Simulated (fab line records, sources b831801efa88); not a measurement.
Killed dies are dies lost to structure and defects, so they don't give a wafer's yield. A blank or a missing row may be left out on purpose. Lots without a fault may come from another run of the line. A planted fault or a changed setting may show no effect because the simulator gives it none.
A struck lot beside a sound one | flow sky130 | 15 steps out of a route of 708
Sound: wafers L805.1, L805.2, L805.3. Struck: wafers L803.2, L803.3, L803.6. The cause comes at the end.
At each step with rows: each side's tool, then ch and its chambers, then its first start. Under that, the readings that differ: sound wafers | struck wafers | difference of the means | sigmas: that difference in standard deviations of wafers without a fault.
alike: readings whose means differ by less than 2 such deviations, and words and numbers that are the same on both sides. not compared: withheld readings, readings that some wafer has no value for, bounds like >300 that may hide the same value, and numbers for which the record gives no deviation and whose values overlap.
The two part at a step that has a row with sigmas, a row that says differs or no value, or rows on one side only. Numbers that don't overlap but have no deviation are shown without sigmas and don't part them. A reading that every wafer of one side lacks parts them only if that side has two wafers or more.

SKY_CONTACT_STRIP_19: strips in O2/N2.
  sound on plasma_asher-04 ch 0,1, day 38 12:14; struck on plasma_asher-03 ch 0,1, day 37 18:16
  alike: drypump_motor_current_A, oes_product_au, strip_time_to_endpoint_s
  not compared: rf_hours_counter_h
then, 4 steps without rows for these wafers: SKY_CONTACT_STRIP_20 (strips in post etch residue remover, time 1200 s); SKY_CONTACT_CLEAN_21 (cleans in IPA, time 180 s); SKY_CONTACT_CLEAN_22 (cleans in O3/DIW); SKY_CONTACT_SPUTTER_23 (material TiN, target thk 20 nm, time 80 s).
SKY_CONTACT_CVD_24: deposits W, target thk 340 nm, time 102.12 s.
  sound on cvd_w-02 ch 0,1, day 38 12:55; struck on cvd_w-02 ch 0,1, day 37 18:57
  alike: heater_power_w
SKY_CONTACT_RS_MEAS_25: measures by four-point-probe.
  sound on film_metro-04, day 38 13:02; struck on film_metro-02, day 37 19:05
  alike: CONTACT_W_RS
SKY_CONTACT_THK_MEAS_26: measures by xrf.
  sound on film_metro-04, day 38 13:09; struck on film_metro-02, day 37 19:11
  alike: CONTACT_W_THK
SKY_CONTACT_CMP_27: polishes, stops on SiO2, t overpolish 15 s, target thk 0 nm.
  sound on cmp-01 ch 0,1,2, day 38 13:16; struck on cmp-01 ch 2,3, day 37 19:14
  alike: motor_current_A, overpolish_run_s, time_to_endpoint_s
SKY_METAL1_SPUTTER_00: material Ti, target thk 15 nm, time 10 s.
  sound on pvd_sputter-04, day 38 13:31; struck on pvd_sputter-02, day 37 19:32
  alike: cathode_dc_power_W, chamber_pressure_pa, throttle_valve_pct
then, 1 step without rows for these wafers: SKY_METAL1_SPUTTER_01 (material TiN, target thk 20 nm, time 16.7 s).
SKY_METAL1_SPUTTER_02: material AlCu, target thk 250 nm, time 13.3 s.
  sound on pvd_sputter-04, day 38 13:34; struck on pvd_sputter-02, day 37 19:35
  alike: cathode_dc_power_W, chamber_pressure_pa, throttle_valve_pct
SKY_METAL1_SPUTTER_03: material Ti, target thk 5 nm, time 3.3 s.
  sound on pvd_sputter-04, day 38 13:35; struck on pvd_sputter-02, day 37 19:37
  no value came back on the struck wafers for cathode_dc_power_W (W), chamber_pressure_pa (Pa), throttle_valve_pct (%); on the sound wafers cathode_dc_power_W (W) reads 3000.0 2999.6 2999.7
then, 1 step without rows for these wafers: SKY_METAL1_SPUTTER_04 (material TiN, target thk 70 nm, time 58.3 s).
-- the record jumps here: 12 days lie between the struck wafers' starts before and after (it left off in module METAL1 and takes up again in module PAD_OPEN, whose first step shown is number 708 of the route) --
SKY_PAD_OPEN_PROBE_99:
  sound on prober-02, day 50 16:55; struck on prober-02, day 50 02:49
  reading                       | sound                | struck               | difference | sigmas
  model.etest.via1_chain.rc_ohm | 14.85 16.61 16.24    | 19.04 19.47 19.41    | +3.41      |
  model.etest.met1.line_ohm_um  | 0.9137 0.9748 0.9105 | 0.8471 0.9013 0.8823 | -0.0561    |
  model.etest.met1.rs_ohm_sq    | 0.1301 0.1286 0.129  | 0.1231 0.1229 0.124  | -0.0059    |
  alike: defect_limited_yield, killed_at_M0_to_M3, killed_at_M4_up, killed_at_contacts, killed_at_front_end, killed_at_other, killed_dies, killed_open, killed_short, sort_bin_3_pad_short, sort_bin_5_function, sort_bin_6_memory, sort_n_pass, sort_yield_pct

WHERE THEY PART
Only at SKY_METAL1_SPUTTER_03, within this record. Later steps at which nothing parts them and some readings are alike: SKY_PAD_OPEN_PROBE_99.

WHY: what the simulator had put in
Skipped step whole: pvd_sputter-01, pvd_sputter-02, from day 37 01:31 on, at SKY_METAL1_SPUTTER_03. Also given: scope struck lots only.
